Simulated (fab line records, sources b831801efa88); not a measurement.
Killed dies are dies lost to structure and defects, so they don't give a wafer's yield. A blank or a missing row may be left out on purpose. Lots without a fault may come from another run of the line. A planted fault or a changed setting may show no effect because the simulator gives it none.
Which tool did it? | flow sky130 | 24 lots, 72 wafers sampled, at 6 steps of a route of 708

WHAT THE GAUGES READ, wafer by wafer
SKY_LI_CONTACT_THK_MEAS_01. Usual: LI_CONTACT_HDPCVD_THK 964 nm, standard deviation 13.
lot  | measured     | on            | LI_CONTACT_HDPCVD_THK (nm) | flag
L074 | day 28 08:44 | film_metro-02 | 984 971 963                |
L075 | day 28 10:14 | film_metro-02 | 971 968 971                |
L076 | day 28 23:41 | film_metro-02 | 969 971 969                |
L077 | day 29 03:46 | film_metro-03 | 985 968 959                |
L078 | day 29 11:02 | film_metro-01 | 969 988 988                |
L079 | day 30 00:20 | film_metro-03 | 960 962 963                |
L080 | day 30 16:14 | film_metro-02 | 942 943 948                |
L081 | day 30 21:39 | film_metro-03 | 986 969 976                |
L082 | day 30 23:30 | film_metro-01 | 953 968 949                |
L083 | day 31 05:56 | film_metro-01 | 954 960 984                |
L084 | day 31 19:05 | film_metro-03 | 966 962 975                |
L085 | day 32 01:26 | film_metro-03 | 954 943 969                |
L086 | day 32 07:35 | film_metro-03 | 940 955 939                |
L087 | day 32 22:16 | film_metro-02 | 956 954 952                |
L088 | day 32 23:22 | film_metro-03 | 951 968 952                |
L089 | day 33 11:05 | film_metro-01 | 961 966 967                |
L090 | day 33 18:20 | film_metro-03 | 952 933 943                |
L091 | day 34 00:29 | film_metro-03 | 946 949 980                |
L092 | day 34 09:03 | film_metro-03 | 944 958 956                |
L093 | day 34 10:40 | film_metro-03 | 976 941 975                |
L094 | day 34 21:26 | film_metro-03 | 954 970 950                |
L095 | day 35 07:00 | film_metro-02 | 984 953 963                |
L096 | day 35 15:35 | film_metro-03 | 973 954 987                |
L097 | day 35 18:49 | film_metro-03 | 997 972 968                |

SKY_VIA1_THK_MEAS_23: measures by xrf. Usual: VIA1_W_THK 274 nm, standard deviation 3.4.
lot  | measured     | on            | VIA1_W_THK (nm) | flag
L074 | day 34 12:08 | film_metro-02 | 278 280 273     |
L075 | day 34 14:00 | film_metro-02 | 280 284 279     |
L076 | day 35 02:35 | film_metro-03 | 278 277 277     |
L077 | day 35 06:00 | film_metro-02 | 277 274 274     |
L078 | day 35 13:01 | film_metro-03 | 272 274 277     |
L079 | day 35 23:43 | film_metro-02 | 273 271 274     |
L080 | day 36 15:59 | film_metro-03 | 275 273 275     |
L081 | day 36 20:24 | film_metro-03 | 272 273 274     |
L082 | day 36 22:26 | film_metro-02 | 276 276 273     |
L083 | day 37 04:14 | film_metro-03 | 276 275 269     |
L084 | day 37 16:50 | film_metro-03 | 276 272 279     |
L085 | day 37 22:27 | film_metro-03 | 273 274 275     |
L086 | day 38 04:18 | film_metro-02 | 271 272 274     |
L087 | day 38 18:23 | film_metro-02 | 277 270 274     |
L088 | day 38 18:47 | film_metro-02 | 273 275 275     |
L089 | day 39 06:52 | film_metro-03 | 270 268 271     |
L090 | day 39 12:14 | film_metro-03 | 265 266 270     |
L091 | day 39 16:58 | film_metro-02 | 273 273 273     |
L092 | day 40 01:58 | film_metro-02 | 276 273 276     |
L093 | day 40 06:50 | film_metro-03 | 267 271 269     |
L094 | day 40 13:58 | film_metro-02 | 276 276 277     |
L095 | day 40 22:43 | film_metro-03 | 271 269 270     |
L096 | day 41 06:22 | film_metro-02 | 276 275 282     |
L097 | day 41 10:49 | film_metro-01 | 272 271 276     |

SKY_VIA2_THK_MEAS_01. Usual: VIA2_HDPCVD_THK 1210 nm, standard deviation 13.
lot  | measured     | on            | VIA2_HDPCVD_THK (nm) | flag
L074 | day 35 15:56 | film_metro-04 | 1220 1200 1199       |
L075 | day 35 18:10 | film_metro-04 | 1225 1238 1231       |
L076 | day 36 06:34 | film_metro-02 | 1199 1225 1221       |
L077 | day 36 09:32 | film_metro-02 | 1226 1220 1227       |
L078 | day 36 16:49 | film_metro-02 | 1207 1215 1206       |
L079 | day 37 02:41 | film_metro-04 | 1205 1184 1194       |
L080 | day 37 19:56 | film_metro-03 | 1206 1189 1200       |
L081 | day 37 23:44 | film_metro-03 | 1213 1210 1200       |
L082 | day 38 02:14 | film_metro-04 | 1211 1183 1192       |
L083 | day 38 08:14 | film_metro-04 | 1207 1221 1208       |
L084 | day 38 20:25 | film_metro-04 | 1239 1241 1212       |
L085 | day 39 01:40 | film_metro-03 | 1228 1231 1220       |
L086 | day 39 08:09 | film_metro-03 | 1210 1192 1202       |
L087 | day 39 21:44 | film_metro-02 | 1228 1236 1221       |
L088 | day 39 22:10 | film_metro-04 | 1208 1213 1218       |
L089 | day 40 09:59 | film_metro-04 | 1202 1182 1216       |
L090 | day 40 15:32 | film_metro-03 | 1213 1201 1216       |
L091 | day 40 19:23 | film_metro-02 | 1197 1200 1209       |
L092 | day 41 05:24 | film_metro-02 | 1217 1219 1211       |
L093 | day 41 09:29 | film_metro-02 | 1207 1188 1209       |
L094 | day 41 16:58 | film_metro-03 | 1216 1229 1213       |
L095 | day 42 00:10 | film_metro-04 | 1216 1200 1204       |
L096 | day 42 08:31 | film_metro-02 | 1209 1198 1209       |
L097 | day 42 12:54 | film_metro-04 | 1201 1199 1212       |

SKY_CAPM_OVL_MEAS_12. Usual: CAPM_OVL 1.2 nm, standard deviation 1.4.
lot  | measured     | on         | CAPM_OVL (nm)  | flag
L074 | day 37 22:58 | overlay-01 | 1.5 1.5 1.6    |
L075 | day 38 00:07 | overlay-02 | 1.8 1.9 1.2    |
L076 | day 38 12:28 | overlay-01 | 3.4 4.2 4.2    |
L077 | day 38 15:38 | overlay-01 | 1.4 2.3 2.3    |
L078 | day 38 22:31 | overlay-01 | 3.3 3.0 1.7    |
L079 | day 39 08:34 | overlay-02 | 0.1 -0.9 0.6   |
L080 | day 40 00:47 | overlay-01 | 0.0 -0.5 1.5   |
L081 | day 40 04:10 | overlay-02 | 3.2 2.4 3.3    |
L082 | day 40 06:55 | overlay-01 | 0.1 -0.1 1.5   |
L083 | day 40 13:07 | overlay-01 | -0.1 2.8 2.1   |
L084 | day 41 00:49 | overlay-02 | 2.2 3.2 1.8    |
L085 | day 41 06:47 | overlay-02 | 1.9 -0.7 0.7   |
L086 | day 41 11:28 | overlay-01 | -1.4 -2.1 -0.4 |
L087 | day 42 00:33 | overlay-02 | 0.5 1.7 -1.0   |
L088 | day 42 01:19 | overlay-01 | 1.3 0.6 1.6    |
L089 | day 42 12:01 | overlay-02 | 0.7 -0.7 -1.8  |
L090 | day 42 17:54 | overlay-02 | 1.8 0.9 1.5    |
L091 | day 42 21:34 | overlay-01 | 4.3 3.3 2.8    |
L092 | day 43 07:36 | overlay-01 | 2.4 1.2 1.2    |
L093 | day 43 10:49 | overlay-02 | -0.6 0.0 -1.5  |
L094 | day 43 18:22 | overlay-01 | 0.9 1.1 0.1    |
L095 | day 43 23:40 | overlay-01 | 0.2 -0.1 0.9   |
L096 | day 44 09:45 | overlay-01 | 0.5 0.9 1.7    |
L097 | day 44 11:28 | overlay-01 | 0.4 0.2 -0.3   |

SKY_PASSIVATION_THK_MEAS_03. Usual: PASSIVATION_CVD_02_THK 541 nm, standard deviation 6.9.
lot  | measured     | on            | PASSIVATION_CVD_02_THK (nm) | flag
L074 | day 44 10:02 | film_metro-02 | 528 537 538                 |
L075 | day 44 10:20 | film_metro-01 | 528 538 541                 |
L076 | day 44 20:40 | film_metro-03 | 545 555 546                 |
L077 | day 44 23:07 | film_metro-02 | 556 547 539                 |
L078 | day 45 03:40 | film_metro-01 | 531 535 545                 |
L079 | day 45 13:47 | film_metro-01 | 535 549 547                 |
L080 | day 46 07:19 | film_metro-03 | 532 545 545                 |
L081 | day 46 08:58 | film_metro-02 | 532 539 538                 |
L082 | day 46 09:14 | film_metro-02 | 530 544 543                 |
L083 | day 46 13:57 | film_metro-01 | 542 544 552                 |
L084 | day 46 19:46 | film_metro-01 | 529 535 537                 |
L085 | day 47 07:02 | film_metro-03 | 537 547 555                 |
L086 | day 47 09:41 | film_metro-01 | 527 534 550                 |
L087 | day 47 23:10 | film_metro-02 | 545 546 547                 |
L088 | day 47 23:50 | film_metro-01 | 546 538 554                 |
L089 | day 48 05:35 | film_metro-01 | 542 535 551                 |
L090 | day 48 10:01 | film_metro-03 | 547 544 544                 |
L091 | day 48 18:48 | film_metro-03 | 542 544 546                 |
L092 | day 48 23:50 | film_metro-01 | 537 536 535                 |
L093 | day 49 03:34 | film_metro-01 | 529 541 546                 |
L094 | day 49 06:39 | film_metro-01 | 534 531 547                 |
L095 | day 49 08:54 | film_metro-03 | 538 549 541                 |
L096 | day 49 21:37 | film_metro-03 | 536 548 545                 |
L097 | day 49 22:22 | film_metro-02 | 541 539 549                 |

WHICH TOOL RAN EACH LOT (tool, then ch and the chambers of the sampled wafers, then the start)
lot  | SKY_METAL4_SPUTTER_02
L074 | pvd_sputter-03, day 40 05:31
L075 | pvd_sputter-01, day 40 07:02
L076 | pvd_sputter-01, day 40 17:37
L077 | pvd_sputter-01, day 40 22:24
L078 | pvd_sputter-02, day 41 04:17
L079 | pvd_sputter-02, day 41 13:57
L080 | pvd_sputter-01, day 42 05:41
L081 | pvd_sputter-01, day 42 09:50
L082 | pvd_sputter-03, day 42 11:07
L083 | pvd_sputter-01, day 42 17:18
L084 | pvd_sputter-03, day 43 04:19
L085 | pvd_sputter-01, day 43 10:41
L086 | pvd_sputter-02, day 43 14:18
L087 | pvd_sputter-01, day 44 07:23
L088 | pvd_sputter-01, day 44 07:41
L089 | pvd_sputter-03, day 44 13:06
L090 | pvd_sputter-03, day 44 18:38
L091 | pvd_sputter-03, day 45 06:44
L092 | pvd_sputter-03, day 45 10:13
L093 | pvd_sputter-02, day 45 12:58
L094 | pvd_sputter-01, day 45 16:26
L095 | pvd_sputter-01, day 45 21:35
L096 | pvd_sputter-03, day 46 09:56
L097 | pvd_sputter-02, day 46 12:07
- SKY_METAL4_SPUTTER_02: material AlCu, target thk 735 nm, time 39.1 s.

WHAT THE TOOLS THEMSELVES READ (means of the sampled wafers that have a number; where no wafer has one, the mark that the record gives instead)
SKY_METAL4_SPUTTER_02. Usual: throttle_valve_pct 29.7 %, standard deviation 1.1.
lot  | tool           | throttle_valve_pct (%) | flag
L074 | pvd_sputter-03 | 29.5                   |
L075 | pvd_sputter-01 | 30.0                   |
L076 | pvd_sputter-01 | 29.7                   |
L077 | pvd_sputter-01 | 29.5                   |
L078 | pvd_sputter-02 | 30.3                   |
L079 | pvd_sputter-02 | 29.5                   |
L080 | pvd_sputter-01 | 29.8                   |
L081 | pvd_sputter-01 | 28.9                   |
L082 | pvd_sputter-03 | 29.3                   |
L083 | pvd_sputter-01 | 29.0                   |
L084 | pvd_sputter-03 | 29.2                   |
L085 | pvd_sputter-01 | 30.7                   |
L086 | pvd_sputter-02 | 29.5                   |
L087 | pvd_sputter-01 | 30.0                   |
L088 | pvd_sputter-01 | 29.5                   |
L089 | pvd_sputter-03 | 29.5                   |
L090 | pvd_sputter-03 | 31.3                   |
L091 | pvd_sputter-03 | 29.5                   |
L092 | pvd_sputter-03 | 29.5                   |
L093 | pvd_sputter-02 | 29.3                   |
L094 | pvd_sputter-01 | 30.3                   |
L095 | pvd_sputter-01 | 29.5                   |
L096 | pvd_sputter-03 | 30.0                   |
L097 | pvd_sputter-02 | 29.3                   |

THE ANSWER, worked out from the rows above alone
Rule: a lot is off if the mean of its wafers that have a number lies more than 3 standard deviations from the usual mean. A lot without any number at a reading at which 4 lots or more have one is off too. The other lots that the step has rows for count as sound. The gauges are gone through in route order, then the tools' own readings, and for those a lot's mean is taken as printed above. The first step at which some lot is off is used, and at that step the reading that is off furthest; a lot without a number counts as furthest.
No lot is off at any reading shown: from this, nothing can be told.

WHAT THE SIMULATOR HAD PUT IN
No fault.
